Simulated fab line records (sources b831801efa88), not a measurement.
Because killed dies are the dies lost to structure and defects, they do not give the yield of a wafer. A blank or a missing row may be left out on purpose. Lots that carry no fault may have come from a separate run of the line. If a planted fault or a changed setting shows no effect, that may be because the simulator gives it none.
Comparing a struck lot with a sound one :: flow sky130 :: 14 steps out of a route of 708
Sound: these wafers, L284.1, L284.2, L284.6. The struck wafers were L291.3, L291.5, L291.6. The cause is given at the end.
For every step that has rows: the tool of each side, followed by ch and its chambers, followed by its first start. Under that, the readings that differ: sound wafers :: struck wafers :: difference of the means :: sigmas: that difference in standard deviations of wafers without a fault.
alike: same words and numbers on both sides, and readings whose means sit less than 2 such deviations apart. not compared: any withheld reading, any reading some wafer has no value for, any bound like >300 that may hide the same value, and any number with overlapping values for which the record gives no deviation.
A row with sigmas, a row that says differs or no value, or rows on one side alone: a step with any of these is where the two part. Numbers that have no deviation but don't overlap get no sigmas and don't part them. A reading missing from all wafers of one side parts the sides only when that side holds two or more wafers.

SKY_LI_CONTACT_CD_MEAS_12: target cd 170 nm.
  sound: cd-sem-02 at day 31 17:38; struck: cd-sem-02 at day 33 16:18
  alike: cd-nm
SKY_LI_CONTACT_OVL_MEAS_13:
  sound: overlay-01 at day 31 17:46; struck: overlay-02 at day 33 16:23
  alike: LI_CONTACT_OVL
SKY_LI_CONTACT_ETCH_14: etches BARC in N2/H2, stops on SiO2, time 45.9 s, target depth 60 nm.
  sound on rie-diel-02 ch 0,1, day 31 17:47; struck on rie-diel-03 ch 0,1, day 33 16:25
  alike: drypump-motor-current-A, oes-product-au, throttle-valve-pct
  not compared: rf-hours-counter-h
then, 1 step without rows for these wafers: SKY_LI_CONTACT_ETCH_15 (etches PSG in C4F8/O2/Ar, stops on Si, target depth 600 nm).
SKY_LI_CONTACT_STRIP_16: strips in O2/N2.
  sound on plasma-asher-01 ch 0,1, day 31 17:55; struck on plasma-asher-01 ch 0,1, day 33 16:35
  alike: drypump-motor-current-A, oes-product-au, strip-time-to-endpoint-s
  not compared: rf-hours-counter-h
then, 2 steps without rows for these wafers: SKY_LI_CONTACT_CLEAN_17 (cleans in NMP, time 600 s); SKY_LI_CONTACT_PRE_CLEAN_18 (time 5.6 s).
SKY_LI_CONTACT_SPUTTER_19: material Ti, target thk 20 nm, time 106.37 s.
  sound: pvd-sputter-03 at day 31 18:14; struck: pvd-sputter-02 at day 33 16:50
  alike: throttle-valve-pct
SKY_LI_CONTACT_SPUTTER_20: material TiN, target thk 20 nm, time 80 s.
  sound: pvd-sputter-03 at day 31 18:19; struck: pvd-sputter-02 at day 33 16:55
  alike: throttle-valve-pct
SKY_LI_CONTACT_CVD_21: deposits W, target thk 400 nm, time 120.56 s.
  sound on cvd-w-01 ch 0,1, day 31 18:22; struck on cvd-w-01 ch 0,1, day 33 17:01
  alike: heater-power-w
SKY_LI_CONTACT_RS_MEAS_22: measures by four-point-probe.
  sound: film-metro-01 at day 31 18:29; struck: film-metro-01 at day 33 17:08
reading: LI_CONTACT_W_RS (ohm/sq)
sound: 0.292 0.291 0.287
struck: 0.283 0.283 0.283
difference: -0.007
sigmas: -2
SKY_LI_CONTACT_THK_MEAS_23: measures by xrf.
  sound: film-metro-01 at day 31 18:37; struck: film-metro-01 at day 33 17:14
  alike: LI_CONTACT_W_THK
SKY_LI_CONTACT_CMP_24: polishes, stops on PSG, t overpolish 20 s, target thk 0 nm.
  sound on cmp-02 ch 0,2,3, day 31 18:46; struck on cmp-02 ch 0,2,3, day 33 17:23
  no value came back on the struck wafers for any of 7 readings (edge-zone-pressure-frac, head-pressure-psi (psi) and others); on the sound wafers edge-zone-pressure-frac reads 0.996 1.004 1.002
reading: model.W_of_LI_CONTACT_CVD_21.thk-nm (nm)
sound: 0 0 0
struck: 401.5 402 401.8
difference: +401.8
sigmas: 

reading: model.PSG_of_LI_CONTACT_HDPCVD_00.thk-nm (nm)
sound: 586.9 587.6 589.2
struck: 591.4 591.4 591
difference: +3.4
sigmas: 
-- a jump in the record: the struck wafers' starts before and after are 15 days apart (it breaks off in module LI_CONTACT and resumes in module PAD_OPEN, where the first step shown is number 708 of the route) --
SKY_PAD_OPEN_PROBE_99:
  only the struck wafers here have rows in the record (prober-02, day 49 04:41); the sound ones have none

## WHERE THEY PART
First at SKY_LI_CONTACT_RS_MEAS_22; last, within this record, at SKY_PAD_OPEN_PROBE_99.

WHY: what had been put in by the simulator
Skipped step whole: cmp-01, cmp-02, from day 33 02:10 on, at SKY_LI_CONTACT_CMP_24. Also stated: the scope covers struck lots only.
